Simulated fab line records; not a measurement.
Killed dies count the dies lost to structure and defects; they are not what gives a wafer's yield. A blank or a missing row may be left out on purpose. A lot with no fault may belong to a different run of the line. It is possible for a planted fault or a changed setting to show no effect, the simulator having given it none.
Comparing a struck lot with a sound one / flow sky130 / 24 steps out of a route of 708
Sound: these wafers, L477.1, L477.2, L477.4. Wafers L482.1, L482.2, L482.6 were the ones struck. The cause is named last.
Per side, at each step with rows, come the tool, then ch with its chambers, and then its first start. Under that, the readings that differ: sound wafers / struck wafers / difference of the means / sigmas: that difference in standard deviations of wafers without a fault.
alike: readings with means less than 2 such deviations apart, plus words and numbers identical on both sides. not compared: withheld readings, readings lacking a value on some wafer, bounds such as >300 that could conceal the same value, and numbers that have no deviation in the record and whose values overlap.
A row with sigmas, a row that says differs or no value, or rows on one side alone: a step with any of these is where the two part. Numbers that don't overlap but have no deviation are shown without sigmas and don't part them. A reading missing from all wafers of one side parts the sides only when that side holds two or more wafers.

SKY_NWELL_RS_MEAS_31: measures by four-point-probe.
  sound on filmMetro-03 at day 6 18:54; struck on filmMetro-01 at day 7 16:51
  alike: PWDE_RS
then, 7 steps without rows for these wafers: SKY_VT_ADJUST_HVTP_DEHYDRATE_00 (time 60 s); SKY_VT_ADJUST_HVTP_HMDS_01 (prime time 60 s); SKY_VT_ADJUST_HVTP_COAT_02 (resist thk 1140 nm); SKY_VT_ADJUST_HVTP_SOFTBAKE_03 (time 60 s); SKY_VT_ADJUST_HVTP_EXPOSE_04 (exposes mask HVTPM, target cd 380 nm); SKY_VT_ADJUST_HVTP_PEB_05; SKY_VT_ADJUST_HVTP_DEVELOP_06 (develop time 60 s).
SKY_VT_ADJUST_HVTP_CD_MEAS_07: target cd 380 nm.
  sound on cdSem-01 at day 7 14:22; struck on cdSem-01 at day 8 12:46
  alike: cdNm
SKY_VT_ADJUST_HVTP_OVL_MEAS_08:
  sound on overlay-01 at day 7 14:29; struck on overlay-01 at day 8 12:53
  alike: VT_ADJUST_HVTP_OVL
next, for these wafers, 1 step has no rows: SKY_VT_ADJUST_HVTP_IMPLANT_09.
SKY_VT_ADJUST_HVTP_STRIP_10: strips in O2/N2.
  sound on plasmaAsher-02 ch 0,1, day 7 14:40; struck on plasmaAsher-04 ch 0,1, day 8 13:04
  no value came back on the struck wafers for any of 5 readings (chamberPressureMTorr (mTorr), drypumpMotorCurrentA (A) and others); on the sound wafers chamberPressureMTorr (mTorr) reads 1499.9 1499.8 1500.1
reading=model.NOVOLAK_of_VT_ADJUST_HVTP_COAT_02.thkNm (nm); sound=0 0 0; struck=1147 1142 1145; difference=+1145; sigmas=
  not compared: rfHoursCounterH
SKY_VT_ADJUST_HVTP_TW_MEAS_11:
  sound on filmMetro-01 at day 7 14:46; struck on filmMetro-01 at day 8 13:10
  alike: VT_ADJUST_HVTP_TW
then, 7 steps without rows for these wafers: SKY_VT_ADJUST_LVTN_DEHYDRATE_00 (time 60 s); SKY_VT_ADJUST_LVTN_HMDS_01 (prime time 60 s); SKY_VT_ADJUST_LVTN_COAT_02 (resist thk 3000 nm); SKY_VT_ADJUST_LVTN_SOFTBAKE_03; SKY_VT_ADJUST_LVTN_EXPOSE_04 (exposes mask NWM COMPLEMENT LESS NATIVE, target cd 840 nm); SKY_VT_ADJUST_LVTN_PEB_05; SKY_VT_ADJUST_LVTN_DEVELOP_06 (develop time 60 s).
SKY_VT_ADJUST_LVTN_OVL_MEAS_07:
  sound on overlay-02 at day 8 10:19; struck on overlay-02 at day 9 09:32
  alike: VT_ADJUST_LVTN_OVL
next, for these wafers, 1 step has no rows: SKY_VT_ADJUST_LVTN_IMPLANT_08.
SKY_VT_ADJUST_LVTN_STRIP_09: strips in O2/N2.
  sound on plasmaAsher-01 ch 0,1, day 8 10:30; struck on plasmaAsher-01 ch 0,1, day 9 09:44
reading=stripTimeToEndpointS (s); sound=37.01 37.04 36.95; struck=53.70 53.70 53.64; difference=+16.68; sigmas=+99 or more
  alike: chamberPressureMTorr, drypumpMotorCurrentA, o2FlowSccm, oesProductAu
  not compared: rfHoursCounterH
SKY_VT_ADJUST_LVTN_TW_MEAS_10:
  sound on filmMetro-02 at day 8 10:36; struck on filmMetro-02 at day 9 10:04
reading=VT_ADJUST_LVTN_TW; sound=242.0 241.9 242.5; struck=30.3 30.3 30.4; difference=-211.8; sigmas=-99 or more
  not compared: hold

WHERE THEY PART
Last at SKY_VT_ADJUST_LVTN_TW_MEAS_10 as far as this record goes, first at SKY_VT_ADJUST_HVTP_STRIP_10.

WHY: the cause the simulator had injected
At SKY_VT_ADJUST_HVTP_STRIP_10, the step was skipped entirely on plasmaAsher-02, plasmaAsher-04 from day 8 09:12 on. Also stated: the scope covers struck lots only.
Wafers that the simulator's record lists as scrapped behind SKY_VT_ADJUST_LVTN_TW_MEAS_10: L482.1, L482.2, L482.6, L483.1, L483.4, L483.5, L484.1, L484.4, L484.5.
